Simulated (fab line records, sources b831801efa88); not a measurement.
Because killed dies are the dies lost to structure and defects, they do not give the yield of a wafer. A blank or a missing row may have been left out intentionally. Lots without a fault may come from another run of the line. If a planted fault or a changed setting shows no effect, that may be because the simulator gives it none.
Chamber matching || flow sky130 || SKY_LI_CONTACT_ETCH_15 on rie_diel-02: 4 sister chambers
The step etches PSG in C4F8/O2/Ar, stops on Si, target depth 600 nm. 8 wafers are shown with their chamber, then 7 later ones without.

== WAFERS WITH THEIR CHAMBER ==
{"wafer": "L077.1", "chamber": 3, "oes_product_au (a.u.)": 0.843}
{"wafer": "L077.2", "chamber": 0, "oes_product_au (a.u.)": 0.832}
{"wafer": "L085.3", "chamber": 3, "oes_product_au (a.u.)": 0.842}
{"wafer": "L085.4", "chamber": 0, "oes_product_au (a.u.)": 0.836}
{"wafer": "L085.5", "chamber": 2, "oes_product_au (a.u.)": 0.836}
{"wafer": "L085.6", "chamber": 1, "oes_product_au (a.u.)": 0.839}
{"wafer": "L089.2", "chamber": 2, "oes_product_au (a.u.)": 0.834}
{"wafer": "L089.3", "chamber": 1, "oes_product_au (a.u.)": 0.840}

== WAFERS MISSING THEIR CHAMBER ==
{"wafer": "L089.4", "oes_product_au (a.u.)": 0.843}
{"wafer": "L094.3", "oes_product_au (a.u.)": 0.845}
{"wafer": "L094.4", "oes_product_au (a.u.)": 0.842}
{"wafer": "L094.5", "oes_product_au (a.u.)": 0.823}
{"wafer": "L096.2", "oes_product_au (a.u.)": 0.837}
{"wafer": "L096.3", "oes_product_au (a.u.)": 0.829}
{"wafer": "L096.5", "oes_product_au (a.u.)": 0.834}

== EACH ONE'S CHAMBER ==
{"wafer": "L089.4", "from the rows above": "can't be placed: 3 or 1", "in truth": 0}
{"wafer": "L094.3", "from the rows above": "can't be placed: 3 or 1", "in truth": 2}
{"wafer": "L094.4", "from the rows above": "can't be placed: 3 or 1", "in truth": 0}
{"wafer": "L094.5", "from the rows above": "can't be placed: 0 or 2", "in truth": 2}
{"wafer": "L096.2", "from the rows above": "can't be placed: 2 or 1 or 0", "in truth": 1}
{"wafer": "L096.3", "from the rows above": "can't be placed: 0 or 2", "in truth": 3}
{"wafer": "L096.5", "from the rows above": "can't be placed: 0 or 2", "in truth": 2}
Placed correctly: 0 of 7. From these rows, 7 cannot be placed; in 3 the true chamber is one of the candidates. Number placed wrongly: 0.
How it was worked out, from the rows above alone: a wafer's distance from a chamber is the root of the sum, over the readings, of the square of ((its reading less the chamber's mean) divided by the reading's scatter). If the next closest chamber is less than 2 further off than the closest, the wafer can't be placed; otherwise it belongs to the closest. A chamber's mean is the mean of its shown wafers. The scatter: take each reading less its chamber's mean, square it, sum over the shown wafers, divide by the number of wafers less the number of chambers, and take the root.
